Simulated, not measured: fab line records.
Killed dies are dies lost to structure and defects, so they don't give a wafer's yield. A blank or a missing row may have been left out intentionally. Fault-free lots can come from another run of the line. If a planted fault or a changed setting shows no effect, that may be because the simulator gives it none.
fab line records	flow sky130
record lots=24	wafers=72	last_day=50
route steps=708 shown VT_ADJUST_HVTP@92 VT_ADJUST_HVTR@139 SONOS_TUNNEL@161 SONOS_ONO@183 POLY_GATE@235
lots with no fault: from the same line, run without faults
start_h: the number of hours between the record's first day and the start of the first shown wafer of the lot	wait_h: hours elapsed since this lot's preceding step	" repeats the value in the row above	L1.1+2: one row covering several wafers at once	- no value present, or no start provided	* or withheld: withheld	< > ~ a bound
route shown NAME@n: names a module that has steps shown in the file, with the first one's number in the route	usual: average and standard deviation across the fault-free wafers	same: alike in all rows	chamber/n: place in a boat	sites: each site's reading	_std_site: their standard deviation	_edge_site: outer sites' mean less inner sites'	radius_mm: how far each site lies from the wafer's centre	mask NAME#n: copy n	behind: the tool/chamber that last shaped the wafer	hold: why the lot was held/for how many hours/how that ended	device: the transistor (n, p or np) that didn't switch	end of line: tests of these same wafers at the route's end	a step without rows: its recipe alone	killed: count of dies lost to structure and defects at first sort (not the wafer's yield)	map: the dies of a wafer, with x for killed, . for not killed, _ for no die there
set.NAME: the setting the step ran with; set.NAME@STEP: the setting that earlier step ran with	model.NAME: the simulator's own value behind a step, which no gauge read
one table for each step of the route and one row for each wafer, over a sample of lots
services: when a tool's chamber went out of use (start_h, in hours from the record's first day, below 0 if earlier), for how many hours, and the reason
## steps
# step SKY_VT_ADJUST_HVTP_CD_MEAS_07
# recipe target_cd_nm=380
# usual cd_nm=381.1/2.9
lot.wafer	tool	chamber	start_h	wait_h	cd_nm
L075.1	cd_sem-01	-	135.85	0.1	384.3
L075.4	"	-	"	"	383.4
L075.6	"	-	"	"	381.6
L074.2	cd_sem-02	-	138.17	0.1	384.6
L074.3	"	-	"	"	382.5
L074.5	"	-	"	"	385.2
L077.1	cd_sem-01	-	153.92	0.1	378.8
L077.2	"	-	"	"	377.4
L077.4	"	-	"	"	380.6
L076.1	cd_sem-02	-	154.22	0.1	372.7
L076.5	"	-	"	"	371.6
L076.6	"	-	"	"	375.1
L078.3	cd_sem-02	-	159.94	0.1	380.0
L078.4	"	-	"	"	380.3
L078.6	"	-	"	"	379.5
L079.2	cd_sem-01	-	159.99	0.1	383.3
L079.4	"	-	"	"	384.1
L079.5	"	-	"	"	384.0
L080.4	cd_sem-01	-	169.78	0.1	381.8
L080.5	"	-	"	"	382.8
L080.6	"	-	"	"	382.2
L082.3	cd_sem-02	-	178.82	0.2	378.6
L082.4	"	-	"	"	375.8
L082.5	"	-	"	"	376.7
L081.2	cd_sem-01	-	179.37	0.1	380.5
L081.4	"	-	"	"	380.5
L081.6	"	-	"	"	379.5
L083.2	cd_sem-01	-	186.22	0.1	380.3
L083.3	"	-	"	"	383.0
L083.5	"	-	"	"	380.7
L084.2	cd_sem-02	-	188.47	0.1	378.8
L084.3	"	-	"	"	381.8
L084.6	"	-	"	"	381.0
L085.3	cd_sem-01	-	196.44	0.1	381.1
L085.5	"	-	"	"	381.7
L085.6	"	-	"	"	382.4
L086.2	cd_sem-01	-	199.52	0.1	381.6
L086.5	"	-	"	"	384.4
L086.6	"	-	"	"	382.8
L087.1	cd_sem-02	-	206.74	0.1	384.3
L087.3	"	-	"	"	382.9
L087.5	"	-	"	"	378.9
L088.1	cd_sem-01	-	211.94	0.1	381.0
L088.2	"	-	"	"	382.3
L088.3	"	-	"	"	380.8
L089.1	cd_sem-01	-	219.35	0.1	379.9
L089.3	"	-	"	"	378.3
L089.6	"	-	"	"	379.5
L090.2	cd_sem-02	-	225.94	0.1	386.0
L090.3	"	-	"	"	386.9
L090.5	"	-	"	"	387.8
L091.2	cd_sem-01	-	232.96	0.1	383.3
L091.5	"	-	"	"	384.0
L091.6	"	-	"	"	382.7
L092.1	cd_sem-01	-	238.32	0.1	379.4
L092.2	"	-	"	"	381.2
L092.5	"	-	"	"	380.3
L093.2	cd_sem-01	-	242.94	0.1	380.3
L093.3	"	-	"	"	378.3
L093.4	"	-	"	"	379.2
L094.3	cd_sem-01	-	248.48	0.1	379.8
L094.4	"	-	"	"	379.8
L094.5	"	-	"	"	380.5
L095.1	cd_sem-02	-	256.35	0.1	384.6
L095.3	"	-	"	"	383.2
L095.5	"	-	"	"	382.9
L096.4	cd_sem-01	-	260.33	0.1	382.4
L096.5	"	-	"	"	383.3
L096.6	"	-	"	"	382.7
L097.2	cd_sem-01	-	267.61	0.1	383.0
L097.5	"	-	"	"	382.3
L097.6	"	-	"	"	383.3
# step SKY_VT_ADJUST_HVTP_STRIP_10
# recipe chemistry=O2/N2	power_w=1400	pressure_mtorr=1500	platen_temp_c=withheld	o2_flow_sccm=3000	n2_flow_sccm=300	overash_fraction=0.5
# usual drypump_motor_current_A=5.6/0.45	oes_product_au=0.716/0.0043	strip_time_to_endpoint_s=14.17/0.048
lot.wafer	tool	chamber	start_h	wait_h	drypump_motor_current_A	oes_product_au	rf_hours_counter_h	strip_time_to_endpoint_s
L075.1	plasma_asher-03	0	136.15	0.1	6.1	0.719	2	14.21
L075.4	"	1	"	"	5.7	0.720	-	14.23
L075.6	"	1	"	"	5.7	0.706	-	14.20
L074.2	plasma_asher-03	1	138.45	0.1	5.6	0.714	2	14.11
L074.3	"	0	"	"	6.1	0.715	-	14.12
L074.5	"	0	"	"	6.1	0.711	-	14.09
L077.1	plasma_asher-03	1	154.23	0.1	5.6	0.710	3	14.18
L077.2	"	0	"	"	6.1	0.715	3	14.20
L077.4	"	0	"	"	6.1	0.719	-	14.18
L076.1	plasma_asher-02	1	154.53	0.1	4.7	0.719	51	14.12
L076.5	"	1	"	"	4.7	0.714	-	14.12
L076.6	"	0	"	"	5.2	0.713	-	14.15
L078.3	plasma_asher-01	0	160.24	0.1	5.7	0.715	-	14.07
L078.4	"	1	"	"	6.0	0.715	-	14.07
L078.6	"	1	"	"	6.0	0.716	-	14.05
L079.2	plasma_asher-02	0	160.28	0.1	5.2	0.721	52	14.22
L079.4	"	1	"	"	4.7	0.727	-	14.22
L079.5	"	0	"	"	5.2	0.715	-	14.24
L080.4	plasma_asher-03	1	170.06	0.1	5.7	0.718	-	14.20
L080.5	"	0	"	"	6.1	0.718	-	14.20
L080.6	"	1	"	"	5.6	0.719	-	14.19
L082.3	plasma_asher-01	0	179.12	0.1	5.7	0.717	-	14.16
L082.4	"	1	"	"	6.0	0.722	-	14.11
L082.5	"	1	"	"	6.0	0.724	-	14.11
L081.2	plasma_asher-01	1	179.66	0.1	6.0	0.720	49	14.14
L081.4	"	1	"	"	6.1	0.713	-	14.16
L081.6	"	0	"	"	5.6	0.719	-	14.13
L083.2	plasma_asher-01	0	186.50	0.1	5.6	0.712	50	14.18
L083.3	"	0	"	"	5.6	0.716	-	14.18
L083.5	"	1	"	"	6.0	0.714	-	14.20
L084.2	plasma_asher-03	1	188.76	0.1	5.6	0.715	7	14.23
L084.3	"	0	"	"	6.1	0.712	-	14.22
L084.6	"	0	"	"	6.1	0.716	-	14.25
L085.3	plasma_asher-03	1	196.74	0.1	5.7	0.718	-	14.23
L085.5	"	1	"	"	5.7	0.719	-	14.20
L085.6	"	0	"	"	6.1	0.712	-	14.19
L086.2	plasma_asher-02	0	199.81	0.1	5.2	0.715	56	14.22
L086.5	"	1	"	"	4.7	0.710	-	14.24
L086.6	"	0	"	"	5.2	0.720	-	14.26
L087.1	plasma_asher-01	0	207.05	0.1	5.6	0.720	52	14.16
L087.3	"	0	"	"	5.6	0.710	-	14.18
L087.5	"	0	"	"	5.6	0.714	-	14.19
L088.1	plasma_asher-01	1	212.25	0.1	6.0	0.710	52	14.16
L088.2	"	0	"	"	5.6	0.718	52	14.13
L088.3	"	1	"	"	6.0	0.716	-	14.19
L089.1	plasma_asher-01	1	219.71	0.1	6.0	0.715	53	14.19
L089.3	"	0	"	"	5.6	0.718	-	14.19
L089.6	"	0	"	"	5.6	0.716	-	14.15
L090.2	plasma_asher-02	1	226.23	0.1	4.7	0.722	58	14.17
L090.3	"	1	"	"	4.7	0.719	-	14.17
L090.5	"	0	"	"	5.2	0.717	-	14.12
L091.2	plasma_asher-01	0	233.25	0.1	5.6	0.714	54	14.19
L091.5	"	0	"	"	5.6	0.726	-	14.15
L091.6	"	1	"	"	6.0	0.715	-	14.20
L092.1	plasma_asher-02	0	238.63	0.1	5.2	0.717	60	14.14
L092.2	"	1	"	"	4.7	0.722	60	14.23
L092.5	"	0	"	"	5.2	0.717	-	14.17
L093.2	plasma_asher-01	0	243.23	0.1	5.6	0.719	55	14.15
L093.3	"	0	"	"	5.7	0.712	-	14.20
L093.4	"	1	"	"	6.1	0.709	-	14.16
L094.3	plasma_asher-01	1	248.78	0.1	6.0	0.720	-	14.21
L094.4	"	0	"	"	5.6	0.709	-	14.17
L094.5	"	1	"	"	6.0	0.716	-	14.19
L095.1	plasma_asher-03	0	256.66	0.1	6.1	0.718	14	14.12
L095.3	"	1	"	"	5.7	0.713	-	14.11
L095.5	"	1	"	"	5.7	0.717	-	14.13
L096.4	plasma_asher-02	1	260.61	0.1	4.7	0.721	-	14.16
L096.5	"	1	"	"	4.7	0.714	-	14.17
L096.6	"	0	"	"	5.2	0.713	-	14.13
L097.2	plasma_asher-03	0	267.90	0.1	6.1	0.719	15	14.28
L097.5	"	1	"	"	5.7	0.712	-	14.24
L097.6	"	0	"	"	6.1	0.719	-	14.25
# step SKY_VT_ADJUST_HVTR_OVL_MEAS_08
# usual VT_ADJUST_HVTR_OVL=-0.3/1.5
lot.wafer	tool	chamber	start_h	wait_h	VT_ADJUST_HVTR_OVL[nm]
L075.1	overlay-02	-	220.36	0.1	2.2
L075.4	"	-	"	"	3.1
L075.6	"	-	"	"	2.5
L074.2	overlay-02	-	223.85	0.1	-0.3
L074.3	"	-	"	"	1.8
L074.5	"	-	"	"	0.7
L077.1	overlay-02	-	238.74	0.1	-0.4
L077.2	"	-	"	"	-1.2
L077.4	"	-	"	"	-1.4
L076.1	overlay-02	-	240.46	0.1	-0.5
L076.5	"	-	"	"	-0.1
L076.6	"	-	"	"	1.0
L078.3	overlay-01	-	248.28	0.1	0.9
L078.4	"	-	"	"	1.8
L078.6	"	-	"	"	0.7
L079.2	overlay-01	-	248.87	0.1	-0.6
L079.4	"	-	"	"	-1.6
L079.5	"	-	"	"	-2.2
L080.4	overlay-02	-	259.68	0.1	1.5
L080.5	"	-	"	"	1.0
L080.6	"	-	"	"	0.9
L082.3	overlay-02	-	269.40	0.1	0.3
L082.4	"	-	"	"	0.7
L082.5	"	-	"	"	1.0
L081.2	overlay-02	-	269.52	0.1	-0.6
L081.4	"	-	"	"	0.7
L081.6	"	-	"	"	0.1
L083.2	overlay-01	-	278.65	0.1	-1.6
L083.3	"	-	"	"	-1.5
L083.5	"	-	"	"	-1.1
L084.2	overlay-01	-	280.91	0.1	0.8
L084.3	"	-	"	"	-1.1
L084.6	"	-	"	"	1.7
L085.3	overlay-01	-	291.20	0.1	-1.4
L085.5	"	-	"	"	-2.0
L085.6	"	-	"	"	-1.9
L086.2	overlay-02	-	294.70	0.1	-0.1
L086.5	"	-	"	"	0.0
L086.6	"	-	"	"	0.9
L087.1	overlay-01	-	301.89	0.1	0.4
L087.3	"	-	"	"	0.8
L087.5	"	-	"	"	0.4
L088.1	overlay-02	-	309.20	0.1	-0.5
L088.2	"	-	"	"	-1.4
L088.3	"	-	"	"	-1.4
L089.1	overlay-01	-	315.49	0.1	0.7
L089.3	"	-	"	"	-0.7
L089.6	"	-	"	"	0.2
L090.2	overlay-01	-	323.62	0.1	-2.2
L090.3	"	-	"	"	-2.4
L090.5	"	-	"	"	-3.4
L091.2	overlay-01	-	334.31	0.1	-1.8
L091.5	"	-	"	"	-0.7
L091.6	"	-	"	"	-0.9
L092.1	overlay-01	-	338.99	0.1	-0.6
L092.2	"	-	"	"	-1.3
L092.5	"	-	"	"	-0.4
L093.2	overlay-01	-	345.64	0.1	-0.1
L093.3	"	-	"	"	0.2
L093.4	"	-	"	"	0.1
L094.3	overlay-02	-	350.42	0.1	0.6
L094.4	"	-	"	"	0.9
L094.5	"	-	"	"	-0.1
L095.1	overlay-01	-	360.21	0.1	0.1
L095.3	"	-	"	"	-1.0
L095.5	"	-	"	"	-1.5
L096.4	overlay-02	-	362.78	0.1	-1.9
L096.5	"	-	"	"	-2.1
L096.6	"	-	"	"	-3.5
L097.2	overlay-02	-	372.36	0.1	-2.6
L097.5	"	-	"	"	-1.4
L097.6	"	-	"	"	-1.2
# step SKY_SONOS_TUNNEL_CD_MEAS_07
# recipe target_cd_nm=410
# usual cd_nm=410.0/2.7
lot.wafer	tool	chamber	start_h	wait_h	cd_nm
L075.1	cd_sem-02	-	267.25	0.1	411.2
L075.4	"	-	"	"	410.2
L075.6	"	-	"	"	411.8
L074.2	cd_sem-01	-	270.47	0.1	402.3
L074.3	"	-	"	"	403.0
L074.5	"	-	"	"	404.6
L077.1	cd_sem-01	-	287.68	0.1	413.0
L077.2	"	-	"	"	412.8
L077.4	"	-	"	"	412.6
L076.1	cd_sem-02	-	288.34	0.1	406.7
L076.5	"	-	"	"	409.3
L076.6	"	-	"	"	407.9
L078.3	cd_sem-01	-	296.82	0.1	411.1
L078.4	"	-	"	"	412.3
L078.6	"	-	"	"	410.3
L079.2	cd_sem-01	-	297.96	0.1	408.7
L079.4	"	-	"	"	407.5
L079.5	"	-	"	"	405.0
L080.4	cd_sem-02	-	309.20	0.2	412.1
L080.5	"	-	"	"	410.0
L080.6	"	-	"	"	412.6
L082.3	cd_sem-01	-	320.93	0.1	410.8
L082.4	"	-	"	"	413.1
L082.5	"	-	"	"	410.5
L081.2	cd_sem-01	-	321.70	0.1	410.3
L081.4	"	-	"	"	411.3
L081.6	"	-	"	"	409.5
L083.2	cd_sem-01	-	330.42	0.1	405.8
L083.3	"	-	"	"	406.3
L083.5	"	-	"	"	405.9
L084.2	cd_sem-01	-	332.81	0.1	410.6
L084.3	"	-	"	"	409.8
L084.6	"	-	"	"	410.5
L085.3	cd_sem-01	-	341.79	0.1	407.8
L085.5	"	-	"	"	406.4
L085.6	"	-	"	"	406.8
L086.2	cd_sem-02	-	347.02	0.1	408.0
L086.5	"	-	"	"	408.1
L086.6	"	-	"	"	407.3
L087.1	cd_sem-01	-	354.25	0.1	407.8
L087.3	"	-	"	"	410.5
L087.5	"	-	"	"	409.6
L088.1	cd_sem-02	-	362.50	0.1	413.7
L088.2	"	-	"	"	412.8
L088.3	"	-	"	"	411.8
L089.1	cd_sem-02	-	368.24	0.1	409.5
L089.3	"	-	"	"	411.0
L089.6	"	-	"	"	411.3
L090.2	cd_sem-01	-	378.70	0.1	407.9
L090.3	"	-	"	"	411.4
L090.5	"	-	"	"	409.1
L091.2	cd_sem-01	-	391.01	0.2	409.1
L091.5	"	-	"	"	409.8
L091.6	"	-	"	"	408.2
L092.1	cd_sem-01	-	394.65	0.1	409.5
L092.2	"	-	"	"	410.8
L092.5	"	-	"	"	410.8
L093.2	cd_sem-01	-	401.60	0.1	414.0
L093.3	"	-	"	"	413.5
L093.4	"	-	"	"	412.2
L094.3	cd_sem-02	-	408.28	0.1	408.8
L094.4	"	-	"	"	412.4
L094.5	"	-	"	"	409.7
L095.1	cd_sem-01	-	419.15	0.1	414.9
L095.3	"	-	"	"	413.6
L095.5	"	-	"	"	414.1
L096.4	cd_sem-01	-	422.01	0.1	415.5
L096.5	"	-	"	"	410.7
L096.6	"	-	"	"	413.5
L097.2	cd_sem-02	-	431.71	0.1	409.8
L097.5	"	-	"	"	408.6
L097.6	"	-	"	"	409.3
# step SKY_SONOS_ONO_ETCH_15
# recipe target_depth_nm=19.52	chemistry=CHF3/O2	source_w=600	bias_w=200	pressure_mtorr=40	chf3_flow_sccm=50	O2_flow_sccm=5	time_s=7.8
# usual drypump_motor_current_A=5.8/0.49	oes_product_au=1.001/0.011	throttle_valve_pct=8.824/0.0099
lot.wafer	tool	chamber	start_h	wait_h	drypump_motor_current_A	oes_product_au	rf_hours_counter_h	throttle_valve_pct
L075.1	rie_diel-04	2	299.08	0.0	5.5	0.991	7	8.835
L075.4	"	2	"	"	5.5	0.992	-	8.824
L075.6	"	0	"	"	4.7	1.012	-	8.829
L074.2	rie_diel-01	3	303.01	0.0	6.0	0.996	62	8.804
L074.3	"	1	"	"	5.9	0.988	105	8.816
L074.5	"	2	"	"	6.1	1.000	-	8.819
L077.1	rie_diel-04	0	320.63	0.0	4.7	1.005	6	8.816
L077.2	"	3	"	"	6.2	1.009	1	8.818
L077.4	"	1	"	"	6.5	0.997	112	8.812
L076.1	rie_diel-01	0	320.89	0.0	5.5	0.990	0	8.827
L076.5	"	0	"	"	5.5	0.995	-	8.811
L076.6	"	1	"	"	5.9	0.999	-	8.836
L079.2	rie_diel-01	1	329.46	0.0	5.9	1.006	105	8.838
L079.4	"	2	"	"	6.1	1.005	2	8.816
L079.5	"	0	"	"	5.5	0.999	-	8.828
L078.3	rie_diel-03	0	330.08	0.0	6.3	0.986	5	8.829
L078.4	"	2	"	"	6.1	1.018	8	8.827
L078.6	"	2	"	"	6.1	1.004	-	8.811
L081.2	rie_diel-01	2	389.56	0.0	6.0	0.996	3	8.820
L081.4	"	1	"	"	5.9	0.987	106	8.818
L081.6	"	0	"	"	5.5	0.997	-	8.823
L082.3	rie_diel-03	0	389.73	0.0	6.2	0.998	6	8.821
L082.4	"	3	"	"	6.0	1.012	9	8.819
L082.5	"	1	"	"	5.1	1.003	-	8.817
L084.2	rie_diel-04	0	389.86	0.0	4.7	1.011	8	8.822
L084.3	"	2	"	"	5.5	0.985	9	8.821
L084.6	"	3	"	"	6.2	1.000	-	8.825
L085.3	rie_diel-01	0	390.16	0.0	5.5	0.996	1	8.810
L085.5	"	1	"	"	5.9	0.990	-	8.815
L085.6	"	2	"	"	6.0	1.015	-	8.819
L087.1	rie_diel-03	3	390.19	0.0	6.0	1.013	9	8.832
L087.3	"	0	"	"	6.2	0.983	6	8.813
L087.5	"	1	"	"	5.1	0.990	-	8.812
L080.4	rie_diel-04	3	390.47	0.0	6.2	1.012	-	8.856
L080.5	"	0	"	"	4.7	1.017	-	8.830
L080.6	"	2	"	"	5.5	0.989	-	8.807
L083.2	rie_diel-01	3	390.76	0.0	6.0	0.989	64	8.838
L083.3	"	1	"	"	5.9	0.999	106	8.817
L083.5	"	3	"	"	6.0	0.991	-	8.806
L086.2	rie_diel-03	0	390.84	0.0	6.2	0.987	6	8.826
L086.5	"	2	"	"	6.1	1.019	-	8.825
L086.6	"	3	"	"	6.0	1.014	-	8.821
L088.1	rie_diel-04	0	395.71	0.0	4.7	1.014	8	8.830
L088.2	"	3	"	"	6.2	1.015	2	8.814
L088.3	"	2	"	"	5.5	0.985	9	8.837
L089.1	rie_diel-04	3	401.47	0.0	6.2	1.013	2	8.829
L089.3	"	2	"	"	5.5	0.987	9	8.825
L089.6	"	0	"	"	4.7	1.014	-	8.824
L090.2	rie_diel-01	3	411.81	0.0	5.9	0.977	64	8.824
L090.3	"	1	"	"	5.9	0.989	106	8.811
L090.5	"	3	"	"	6.0	0.987	-	8.803
L091.2	rie_diel-01	0	430.69	0.0	5.5	1.015	2	8.817
L091.5	"	3	"	"	6.0	0.999	-	8.831
L091.6	"	0	"	"	5.5	0.996	-	8.828
L092.1	rie_diel-03	2	432.89	0.0	6.1	1.019	10	8.841
L092.2	"	1	"	"	5.1	0.996	76	8.840
L092.5	"	3	"	"	5.9	1.002	-	8.826
L093.2	rie_diel-04	1	436.76	0.0	6.5	0.994	1	8.823
L093.3	"	3	"	"	6.2	1.004	3	8.820
L093.4	"	2	"	"	5.5	0.986	10	8.813
L094.3	rie_diel-01	1	442.53	0.0	5.9	0.991	0	8.798
L094.4	"	2	"	"	6.1	1.010	4	8.825
L094.5	"	0	"	"	5.5	1.005	-	8.812
L095.1	rie_diel-04	0	453.53	0.0	4.7	1.017	9	8.840
L095.3	"	3	"	"	6.2	1.023	3	8.831
L095.5	"	1	"	"	6.5	0.998	-	8.813
L096.4	rie_diel-03	1	458.65	0.0	5.1	1.013	-	8.828
L096.5	"	3	"	"	6.0	1.010	-	8.833
L096.6	"	2	"	"	6.1	1.012	-	8.833
L097.2	rie_diel-03	1	468.91	0.0	5.1	1.003	76	8.823
L097.5	"	3	"	"	6.0	1.017	-	8.816
L097.6	"	1	"	"	5.1	1.010	-	8.833
# step SKY_POLY_GATE_THK_MEAS_21
# recipe reads=SiO2_of_POLY_GATE_OXIDATION_20
# usual POLY_GATE_OXIDATION_THK=3.99/0.08
lot.wafer	tool	chamber	start_h	wait_h	POLY_GATE_OXIDATION_THK[nm]
L075.1	film_metro-04	-	390.90	0.0	4.07
L075.4	"	-	"	"	4.04
L075.6	"	-	"	"	4.01
L074.2	film_metro-03	-	397.58	0.0	4.01
L074.3	"	-	"	"	4.03
L074.5	"	-	"	"	4.00
L076.1	film_metro-04	-	416.03	0.0	4.02
L076.5	"	-	"	"	3.95
L076.6	"	-	"	"	3.94
L077.1	film_metro-03	-	417.88	0.0	3.97
L077.2	"	-	"	"	3.93
L077.4	"	-	"	"	3.99
L079.2	film_metro-03	-	426.55	0.0	4.00
L079.4	"	-	"	"	3.94
L079.5	"	-	"	"	3.99
L078.3	film_metro-02	-	429.89	0.0	3.94
L078.4	"	-	"	"	4.03
L078.6	"	-	"	"	3.94
L084.2	film_metro-02	-	490.00	0.0	3.90
L084.3	"	-	"	"	3.96
L084.6	"	-	"	"	3.95
L082.3	film_metro-02	-	492.04	0.0	3.86
L082.4	"	-	"	"	3.86
L082.5	"	-	"	"	3.88
L081.2	film_metro-03	-	493.28	0.0	4.03
L081.4	"	-	"	"	4.09
L081.6	"	-	"	"	3.92
L087.1	film_metro-03	-	498.96	0.0	4.00
L087.3	"	-	"	"	3.93
L087.5	"	-	"	"	3.95
L085.3	film_metro-02	-	498.98	0.0	4.10
L085.5	"	-	"	"	4.11
L085.6	"	-	"	"	4.16
L080.4	film_metro-04	-	498.99	0.0	3.95
L080.5	"	-	"	"	4.04
L080.6	"	-	"	"	3.97
L083.2	film_metro-02	-	499.03	0.1	3.92
L083.3	"	-	"	"	3.93
L083.5	"	-	"	"	3.83
L086.2	film_metro-04	-	499.03	0.1	3.97
L086.5	"	-	"	"	4.08
L086.6	"	-	"	"	4.07
L088.1	film_metro-03	-	501.55	0.0	4.12
L088.2	"	-	"	"	4.05
L088.3	"	-	"	"	4.10
L089.1	film_metro-03	-	504.83	0.0	3.98
L089.3	"	-	"	"	4.06
L089.6	"	-	"	"	3.99
L090.2	film_metro-03	-	511.74	0.0	4.04
L090.3	"	-	"	"	3.99
L090.5	"	-	"	"	3.98
L091.2	film_metro-04	-	532.05	0.0	4.09
L091.5	"	-	"	"	4.14
L091.6	"	-	"	"	3.98
L092.1	film_metro-03	-	536.44	0.0	4.03
L092.2	"	-	"	"	3.95
L092.5	"	-	"	"	3.88
L093.2	film_metro-02	-	539.84	0.0	3.93
L093.3	"	-	"	"	4.01
L093.4	"	-	"	"	4.04
L094.3	film_metro-02	-	541.31	0.0	3.83
L094.4	"	-	"	"	3.93
L094.5	"	-	"	"	3.93
L095.1	film_metro-03	-	552.09	0.0	4.10
L095.3	"	-	"	"	4.09
L095.5	"	-	"	"	4.00
L096.4	film_metro-02	-	560.37	0.0	3.89
L096.5	"	-	"	"	3.82
L096.6	"	-	"	"	3.94
L097.2	film_metro-04	-	569.09	0.0	3.97
L097.5	"	-	"	"	3.84
L097.6	"	-	"	"	3.80
## services
tool	chamber	start_h	hours	kind
rie_diel-04	2	130.97	13.3	repair
rie_diel-01	1	160.50	5.8	repair
rie_diel-04	0	164.48	8.6	repair
rie_diel-04	-	166.96	0.7	repair
plasma_asher-01	-	172.96	2.8	pm
plasma_asher-01	-	176.38	2.1	repair
plasma_asher-01	-	182.90	1.5	repair
rie_diel-04	-	186.16	1.3	repair
plasma_asher-03	-	235.66	2.8	pm
rie_diel-01	2	245.24	3.4	repair
rie_diel-04	0	252.49	6.6	repair
rie_diel-01	3	280.48	1.2	repair
plasma_asher-03	-	291.16	0.9	repair
plasma_asher-03	-	350.64	2.9	repair
rie_diel-04	2	350.73	26.7	repair
rie_diel-03	3	368.84	9.5	repair
rie_diel-01	1	372.53	2.3	repair
plasma_asher-01	-	375.22	3.1	repair
rie_diel-03	2	375.50	3.8	repair
rie_diel-01	-	385.41	2.8	pm
rie_diel-04	-	390.72	0.4	repair
plasma_asher-03	-	419.41	0.7	repair
plasma_asher-01	-	421.25	9.0	pm
rie_diel-01	0	459.14	1.3	repair
## key
fault none
